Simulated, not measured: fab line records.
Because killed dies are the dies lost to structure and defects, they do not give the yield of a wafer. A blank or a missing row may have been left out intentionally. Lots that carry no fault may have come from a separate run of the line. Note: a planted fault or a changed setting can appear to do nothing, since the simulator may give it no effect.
A struck lot beside a sound one    flow sky130    15 steps out of a route of 708
Sound: wafers L165.3, L165.5, L165.6. Struck: wafer L183.1. (L183.5 of the same lot was not struck and is left out.) The cause comes at the end.
For every step that has rows: the tool of each side, followed by ch and its chambers, followed by its first start. Under that, the readings that differ: sound wafers    struck wafers    difference of the means    sigmas: that difference in standard deviations of wafers without a fault.
alike: a reading whose means differ by less than 2 such deviations, as well as words and numbers matching on both sides. not compared: withheld readings; readings where some wafer has no value; bounds like >300 that might hide an equal value; numbers whose values overlap and for which the record gives no deviation.
Wherever a step has rows on one side only, a row that says differs or no value, or a row with sigmas, the two part there. When numbers do not overlap yet have no deviation, they are printed without sigmas and do not part them. A reading that every wafer of one side lacks parts them only if that side has two wafers or more.

first, 9 steps without rows for these wafers: SKY_CAP2M_CLEAN_17 (cleans in O3/DIW); SKY_METAL4_DEHYDRATE_05 (time 60 s); SKY_METAL4_HMDS_06 (prime time 60 s); SKY_METAL4_COAT_07 (resist thk 60 nm); SKY_METAL4_COAT_08 (resist thk 1140 nm); SKY_METAL4_SOFTBAKE_09 (time 90 s); SKY_METAL4_EXPOSE_10 (exposes mask MM4, target cd 300 nm); SKY_METAL4_PEB_11; SKY_METAL4_DEVELOP_12 (develop time 60 s).
SKY_METAL4_CD_MEAS_13: the cd target is 300 nm.
  sound on cd sem-01, day 43 09:39; struck on cd sem-02, day 47 18:31
  alike: cd nm
SKY_METAL4_OVL_MEAS_14:
  sound on overlay-02, day 43 09:44; struck on overlay-01, day 47 18:38
  alike: METAL4_OVL
SKY_METAL4_DESCUM_15: chemistry O2, time 8 s.
  sound on rie metal-01 ch 0,1, day 43 09:47; struck on rie metal-02 ch 0, day 47 18:40
reading                 sound  struck  difference                    sigmas
rf hours counter h (h)  - - -  3       no value on the sound wafers  
  alike: drypump motor current A, oes product au, temp c
SKY_METAL4_ETCH_16: etches BARC in N2/H2, stops on SiO2, time 88.2 s, target depth 60 nm.
  sound on rie metal-01 ch 0,1, day 43 09:50; struck on rie metal-02 ch 0, day 47 18:42
reading                 sound              struck  difference                    sigmas
oes product au (a.u.)   0.629 0.622 0.620  0.640   +0.016                        +3
rf hours counter h (h)  - - -              3       no value on the sound wafers  
run length s (s)        116.1 116.0 116.1  113.1   -3.0                          -7
  alike: drypump motor current A, h2 flow sccm, throttle valve pct
  not compared: bias w
SKY_METAL4_ETCH_17: etches SiO2 in C4F8/O2/Ar, stops on TiN, time 3.9 s, target depth 15 nm.
  sound on rie diel-04 ch 0,1,3, day 43 09:54; struck on rie diel-04 ch 2, day 47 18:48
reading     sound                 struck  difference  sigmas
bias w (W)  1201.1 1202.4 1201.5  1194.2  -7.5        -3
  alike: oes product au
-- the record jumps here: 3 days lie between the struck wafers' starts before and after (it left off in module METAL4 and takes up again in module PAD_OPEN, whose first step shown is number 708 of the route) --
SKY_PAD_OPEN_PROBE_99:
  sound on prober-02, day 47 05:01; struck on prober-01, day 50 22:31
  alike: defect limited yield, killed_at_M0_to_M3, killed_at_M4_up, killed at contacts, killed at front end, killed at other, killed dies, killed open, killed short, sort_bin_3_pad_short, sort_bin_5_function, sort_bin_6_memory, sort n pass, sort yield pct

WHERE THEY PART
At SKY_METAL4_DESCUM_15 first; at SKY_METAL4_ETCH_17 last (within this record only). Later steps at which nothing parts them and some readings are alike: SKY_PAD_OPEN_PROBE_99.

WHY: the cause the simulator had injected
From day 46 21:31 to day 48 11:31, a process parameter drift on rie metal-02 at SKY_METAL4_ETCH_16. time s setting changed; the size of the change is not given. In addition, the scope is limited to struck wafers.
